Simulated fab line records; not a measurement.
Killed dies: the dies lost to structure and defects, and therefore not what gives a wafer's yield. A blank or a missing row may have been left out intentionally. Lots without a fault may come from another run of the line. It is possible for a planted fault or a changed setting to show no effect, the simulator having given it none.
A lot that was struck, set against a sound lot ; flow gf180mcu ; 15 out of 602 route steps
Sound: wafers L639.4, L639.5, L639.6. The struck wafers were L652.2, L652.3, L652.6. The cause is named last.
For every step that has rows: the tool of each side, followed by ch and its chambers, followed by its first start. Under that, the readings that differ: sound wafers ; struck wafers ; difference of the means ; sigmas: that difference in standard deviations of wafers without a fault.
alike: a reading whose means differ by less than 2 such deviations, as well as words and numbers matching on both sides. not compared: withheld readings; readings where some wafer has no value; bounds like >300 that might hide an equal value; numbers whose values overlap and for which the record gives no deviation.
Wherever a step has rows on one side only, a row that says differs or no value, or a row with sigmas, the two part there. Numbers that have no deviation but don't overlap get no sigmas and don't part them. A reading that every wafer of one side lacks parts them only if that side has two wafers or more.

first, 4 steps without rows for these wafers: GF_TOP_METAL_SOFTBAKE_10 (time 60 s); GF_TOP_METAL_EXPOSE_11 (exposes mask MetalTop, target cd 440 nm); GF_TOP_METAL_PEB_12; GF_TOP_METAL_DEVELOP_13 (develop time 60 s).
GF_TOP_METAL_CD_MEAS_14: target cd 440 nm.
  sound on cd-sem-02, day 28 07:59; struck on cd-sem-01, day 32 00:44
  alike: cd-nm
GF_TOP_METAL_OVL_MEAS_15:
  sound on overlay-02, day 28 08:04; struck on overlay-01, day 32 00:50
  alike: TOP_METAL_OVL
GF_TOP_METAL_METAL_ETCH_16: etches the open film in Cl2/BCl3, stops on SiO2, target depth 1197 nm, time 199.5 s.
  sound on rie-metal-02 ch 0,1, day 28 08:10; struck on rie-metal-04 ch 1, day 32 00:56
  alike: bias-w, drypump-motor-current-A, oes-product-au, throttle-valve-pct
  not compared: rf-hours-counter-h
GF_TOP_METAL_STRIP_17: strips in O2/N2.
  sound on plasma-asher-03 ch 0,1, day 28 08:22; struck on plasma-asher-03 ch 1, day 32 01:15
  alike: drypump-motor-current-A, heater-power-w, n2-flow-sccm, oes-product-au, strip-time-to-endpoint-s
  not compared: rf-hours-counter-h
then, 2 steps without rows for these wafers: GF_TOP_METAL_STRIP_18 (strips in post etch residue remover, time 1200 s); GF_TOP_METAL_CLEAN_19 (cleans in DIW).
GF_PASSIVATION_CVD_00: deposits SiO2 from TEOS, target thk 1000 nm, time 111.95 s.
  sound on pecvd-01 ch 0,1,2, day 28 08:54; struck on pecvd-01 ch 0,1,2, day 32 01:47
  alike: heater-power-w
  not compared: since-wet-clean-h
GF_PASSIVATION_THK_MEAS_01:
  sound on film-metro-01, day 28 08:58; struck on film-metro-01, day 32 01:53
  alike: PASSIVATION_CVD_00_THK
GF_PASSIVATION_CVD_02: deposits Si3N4, target thk 700 nm, time 486.18 s.
  sound on pecvd-03 ch 0,1,2, day 28 09:08; struck on pecvd-03 ch 0,1,2, day 32 01:56
reading;sound;struck;difference;sigmas
model.Si3N4_of_PASSIVATION_CVD_02.thk-nm (nm);711.1 707.5 706.8;801.8 795.1 811.4;+94.3;
  alike: heater-power-w
  not compared: since-wet-clean-h
GF_PASSIVATION_THK_MEAS_03:
  sound on film-metro-02, day 28 09:19; struck on film-metro-02, day 32 02:13
reading;sound;struck;difference;sigmas
PASSIVATION_CVD_02_THK (nm);711 707 707;801 795 811;+94;+10
then, 1 step without rows for these wafers: GF_PASSIVATION_DEHYDRATE_04 (time 60 s).

== WHERE THEY PART ==
Within this record, at GF_PASSIVATION_THK_MEAS_03 only.

WHY: what the simulator had put in
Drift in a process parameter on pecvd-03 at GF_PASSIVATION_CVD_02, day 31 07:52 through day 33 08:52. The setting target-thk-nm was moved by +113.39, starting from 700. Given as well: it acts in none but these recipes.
